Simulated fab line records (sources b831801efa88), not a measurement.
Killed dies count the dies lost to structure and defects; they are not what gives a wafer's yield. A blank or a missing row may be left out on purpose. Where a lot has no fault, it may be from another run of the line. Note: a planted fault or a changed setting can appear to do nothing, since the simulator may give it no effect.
The tool behind it: which one? / flow sky130 / 72 wafers from 24 lots sampled at 3 of the route's 708 steps

## WHAT THE GAUGES READ, wafer by wafer
SKY_VIA1_OVL_MEAS_13. Usual: for VIA1_OVL the level is 1 nm and the standard deviation is 6.
lot=L074; measured=day 34 17:33; on=overlay-02; VIA1_OVL (nm)=-9 -4 -6; flag=
lot=L076; measured=day 35 01:03; on=overlay-02; VIA1_OVL (nm)=5 0 4; flag=
lot=L075; measured=day 35 06:49; on=overlay-01; VIA1_OVL (nm)=4 6 7; flag=
lot=L077; measured=day 35 11:29; on=overlay-02; VIA1_OVL (nm)=4 6 0; flag=
lot=L078; measured=day 35 20:11; on=overlay-02; VIA1_OVL (nm)=4 7 8; flag=
lot=L079; measured=day 35 21:48; on=overlay-02; VIA1_OVL (nm)=0 -1 -12; flag=
lot=L080; measured=day 36 03:23; on=overlay-02; VIA1_OVL (nm)=4 -2 2; flag=
lot=L081; measured=day 36 18:03; on=overlay-02; VIA1_OVL (nm)=6 -2 4; flag=
lot=L083; measured=day 37 02:32; on=overlay-01; VIA1_OVL (nm)=-4 -2 -2; flag=
lot=L082; measured=day 37 04:08; on=overlay-01; VIA1_OVL (nm)=-9 -6 -6; flag=
lot=L084; measured=day 37 11:08; on=overlay-01; VIA1_OVL (nm)=7 11 6; flag=
lot=L085; measured=day 37 13:07; on=overlay-01; VIA1_OVL (nm)=1 -4 -2; flag=
lot=L086; measured=day 38 06:29; on=overlay-02; VIA1_OVL (nm)=-3 -1 -1; flag=
lot=L087; measured=day 38 17:09; on=overlay-01; VIA1_OVL (nm)=3 1 0; flag=
lot=L088; measured=day 38 23:19; on=overlay-02; VIA1_OVL (nm)=3 7 4; flag=
lot=L089; measured=day 39 04:10; on=overlay-01; VIA1_OVL (nm)=2 -2 1; flag=
lot=L090; measured=day 39 04:52; on=overlay-02; VIA1_OVL (nm)=9 11 5; flag=
lot=L091; measured=day 39 15:43; on=overlay-02; VIA1_OVL (nm)=1 1 -7; flag=
lot=L092; measured=day 40 01:35; on=overlay-01; VIA1_OVL (nm)=-1 2 8; flag=
lot=L093; measured=day 40 11:29; on=overlay-01; VIA1_OVL (nm)=3 8 7; flag=
lot=L094; measured=day 40 16:59; on=overlay-01; VIA1_OVL (nm)=-14 -7 -6; flag=
lot=L095; measured=day 40 19:28; on=overlay-01; VIA1_OVL (nm)=-2 0 -4; flag=
lot=L096; measured=day 41 00:09; on=overlay-02; VIA1_OVL (nm)=4 2 8; flag=
lot=L097; measured=day 41 01:35; on=overlay-01; VIA1_OVL (nm)=-5 -1 2; flag=

SKY_VIA1_THK_MEAS_23: measures by xrf. Usual: for VIA1_W_THK the level is 264.5 nm and the standard deviation is 2.5.
lot=L074; measured=day 34 18:32; on=filmMetro-03; VIA1_W_THK (nm)=265.3 264.5 266.4; flag=
lot=L076; measured=day 35 02:05; on=filmMetro-01; VIA1_W_THK (nm)=260.3 264.7 264.4; flag=
lot=L075; measured=day 35 07:49; on=filmMetro-02; VIA1_W_THK (nm)=264.9 266.9 266.0; flag=
lot=L077; measured=day 35 12:29; on=filmMetro-01; VIA1_W_THK (nm)=262.9 260.7 259.3; flag=
lot=L078; measured=day 35 21:11; on=filmMetro-02; VIA1_W_THK (nm)=260.1 260.9 265.0; flag=
lot=L079; measured=day 35 22:47; on=filmMetro-03; VIA1_W_THK (nm)=262.1 267.7 266.0; flag=
lot=L080; measured=day 36 04:23; on=filmMetro-01; VIA1_W_THK (nm)=264.5 260.4 266.8; flag=
lot=L081; measured=day 36 19:05; on=filmMetro-03; VIA1_W_THK (nm)=263.2 265.9 260.6; flag=
lot=L083; measured=day 37 03:34; on=filmMetro-03; VIA1_W_THK (nm)=261.6 263.4 259.6; flag=
lot=L082; measured=day 37 05:07; on=filmMetro-01; VIA1_W_THK (nm)=266.9 268.6 266.6; flag=
lot=L084; measured=day 37 12:10; on=filmMetro-02; VIA1_W_THK (nm)=267.1 268.3 268.2; flag=
lot=L085; measured=day 37 14:12; on=filmMetro-03; VIA1_W_THK (nm)=264.3 263.5 264.7; flag=
lot=L086; measured=day 38 07:30; on=filmMetro-03; VIA1_W_THK (nm)=262.8 267.2 261.4; flag=
lot=L087; measured=day 38 18:08; on=filmMetro-02; VIA1_W_THK (nm)=262.1 269.4 268.3; flag=
lot=L088; measured=day 39 00:18; on=filmMetro-03; VIA1_W_THK (nm)=266.5 263.1 263.6; flag=
lot=L089; measured=day 39 05:10; on=filmMetro-02; VIA1_W_THK (nm)=264.2 269.0 267.8; flag=
lot=L090; measured=day 39 05:52; on=filmMetro-02; VIA1_W_THK (nm)=261.2 264.6 268.4; flag=
lot=L091; measured=day 39 16:43; on=filmMetro-01; VIA1_W_THK (nm)=263.4 267.2 265.1; flag=
lot=L092; measured=day 40 02:35; on=filmMetro-03; VIA1_W_THK (nm)=266.4 264.3 266.0; flag=
lot=L093; measured=day 40 12:53; on=filmMetro-03; VIA1_W_THK (nm)=267.0 267.5 265.2; flag=
lot=L094; measured=day 40 18:19; on=filmMetro-03; VIA1_W_THK (nm)=264.4 264.7 267.6; flag=
lot=L095; measured=day 40 20:28; on=filmMetro-01; VIA1_W_THK (nm)=262.2 263.9 257.8; flag=
lot=L096; measured=day 41 01:08; on=filmMetro-01; VIA1_W_THK (nm)=262.8 264.1 261.9; flag=
lot=L097; measured=day 41 02:34; on=filmMetro-03; VIA1_W_THK (nm)=268.5 262.5 264.4; flag=

## WHAT TOOL EACH LOT RAN ON (gives the tool, then ch and the chambers of the sampled wafers, and finally the start)
lot=L074; SKY_VIA1_CVD_21=cvdW-01 ch 0,1, day 34 18:20
lot=L076; SKY_VIA1_CVD_21=cvdW-02 ch 0,1, day 35 01:52
lot=L075; SKY_VIA1_CVD_21=cvdW-01 ch 1, day 35 07:35
lot=L077; SKY_VIA1_CVD_21=cvdW-01 ch 0,1, day 35 12:17
lot=L078; SKY_VIA1_CVD_21=cvdW-02 ch 0,1, day 35 20:59
lot=L079; SKY_VIA1_CVD_21=cvdW-02 ch 0,1, day 35 22:35
lot=L080; SKY_VIA1_CVD_21=cvdW-02 ch 0,1, day 36 04:10
lot=L081; SKY_VIA1_CVD_21=cvdW-01 ch 0,1, day 36 18:52
lot=L083; SKY_VIA1_CVD_21=cvdW-02 ch 0,1, day 37 03:21
lot=L082; SKY_VIA1_CVD_21=cvdW-01 ch 0,1, day 37 04:55
lot=L084; SKY_VIA1_CVD_21=cvdW-01 ch 1, day 37 11:57
lot=L085; SKY_VIA1_CVD_21=cvdW-02 ch 1, day 37 13:55
lot=L086; SKY_VIA1_CVD_21=cvdW-01 ch 0,1, day 38 07:17
lot=L087; SKY_VIA1_CVD_21=cvdW-01 ch 0,1, day 38 17:56
lot=L088; SKY_VIA1_CVD_21=cvdW-01 ch 0,1, day 39 00:05
lot=L089; SKY_VIA1_CVD_21=cvdW-01 ch 0,1, day 39 04:58
lot=L090; SKY_VIA1_CVD_21=cvdW-01 ch 0,1, day 39 05:39
lot=L091; SKY_VIA1_CVD_21=cvdW-01 ch 0,1, day 39 16:31
lot=L092; SKY_VIA1_CVD_21=cvdW-01 ch 0, day 40 02:22
lot=L093; SKY_VIA1_CVD_21=cvdW-01 ch 1, day 40 12:40
lot=L094; SKY_VIA1_CVD_21=cvdW-02 ch 0,1, day 40 18:05
lot=L095; SKY_VIA1_CVD_21=cvdW-02 ch 0,1, day 40 20:15
lot=L096; SKY_VIA1_CVD_21=cvdW-02 ch 0,1, day 41 00:56
lot=L097; SKY_VIA1_CVD_21=cvdW-01 ch 0,1, day 41 02:21
- SKY_VIA1_CVD_21: deposits W, target thk 270 nm, time 80.902 s.

## AS READ BY THE TOOLS THEMSELVES (means over the sampled wafers that have a number; for cases with no such wafer, the mark the record gives instead)
SKY_VIA1_CVD_21. Usual: chamberPressureTorr 39.99 Torr, standard deviation 0.09; heaterPowerW 880 W, standard deviation 72.
lot=L074; tool=cvdW-01; chamberPressureTorr (Torr)=39.95; heaterPowerW (W)=913; flag=
lot=L076; tool=cvdW-02; chamberPressureTorr (Torr)=40.02; heaterPowerW (W)=807; flag=
lot=L075; tool=cvdW-01; chamberPressureTorr (Torr)=40.01; heaterPowerW (W)=908; flag=
lot=L077; tool=cvdW-01; chamberPressureTorr (Torr)=39.97; heaterPowerW (W)=901; flag=
lot=L078; tool=cvdW-02; chamberPressureTorr (Torr)=40.01; heaterPowerW (W)=885; flag=
lot=L079; tool=cvdW-02; chamberPressureTorr (Torr)=40.04; heaterPowerW (W)=813; flag=
lot=L080; tool=cvdW-02; chamberPressureTorr (Torr)=40.00; heaterPowerW (W)=791; flag=
lot=L081; tool=cvdW-01; chamberPressureTorr (Torr)=39.96; heaterPowerW (W)=906; flag=
lot=L083; tool=cvdW-02; chamberPressureTorr (Torr)=39.97; heaterPowerW (W)=866; flag=
lot=L082; tool=cvdW-01; chamberPressureTorr (Torr)=39.87; heaterPowerW (W)=908; flag=
lot=L084; tool=cvdW-01; chamberPressureTorr (Torr)=40.00; heaterPowerW (W)=904; flag=
lot=L085; tool=cvdW-02; chamberPressureTorr (Torr)=40.08; heaterPowerW (W)=757; flag=
lot=L086; tool=cvdW-01; chamberPressureTorr (Torr)=39.97; heaterPowerW (W)=926; flag=
lot=L087; tool=cvdW-01; chamberPressureTorr (Torr)=40.02; heaterPowerW (W)=914; flag=
lot=L088; tool=cvdW-01; chamberPressureTorr (Torr)=39.97; heaterPowerW (W)=928; flag=
lot=L089; tool=cvdW-01; chamberPressureTorr (Torr)=40.03; heaterPowerW (W)=906; flag=
lot=L090; tool=cvdW-01; chamberPressureTorr (Torr)=40.07; heaterPowerW (W)=915; flag=
lot=L091; tool=cvdW-01; chamberPressureTorr (Torr)=39.98; heaterPowerW (W)=934; flag=
lot=L092; tool=cvdW-01; chamberPressureTorr (Torr)=40.16; heaterPowerW (W)=930; flag=
lot=L093; tool=cvdW-01; chamberPressureTorr (Torr)=39.94; heaterPowerW (W)=888; flag=
lot=L094; tool=cvdW-02; chamberPressureTorr (Torr)=39.94; heaterPowerW (W)=777; flag=
lot=L095; tool=cvdW-02; chamberPressureTorr (Torr)=39.91; heaterPowerW (W)=840; flag=
lot=L096; tool=cvdW-02; chamberPressureTorr (Torr)=40.07; heaterPowerW (W)=771; flag=
lot=L097; tool=cvdW-01; chamberPressureTorr (Torr)=39.89; heaterPowerW (W)=906; flag=

## THE ANSWER, worked out from the rows above alone
Rule: take the mean of a lot's wafers that have a number; if it is more than 3 standard deviations from the usual mean, the lot is off. Also off: a lot with no number at a reading for which 4 or more lots have one. All remaining lots with rows at the step are treated as sound. After the gauges, taken in route order, come the tools' own readings; for these a lot's mean is taken, as printed above. At the first step where some lot is off, the reading lying furthest off is the one used; lots without a number count as furthest.
Across all readings shown, no lot is off: no conclusion can be drawn from this.

## WHAT WAS PUT IN BY THE SIMULATOR
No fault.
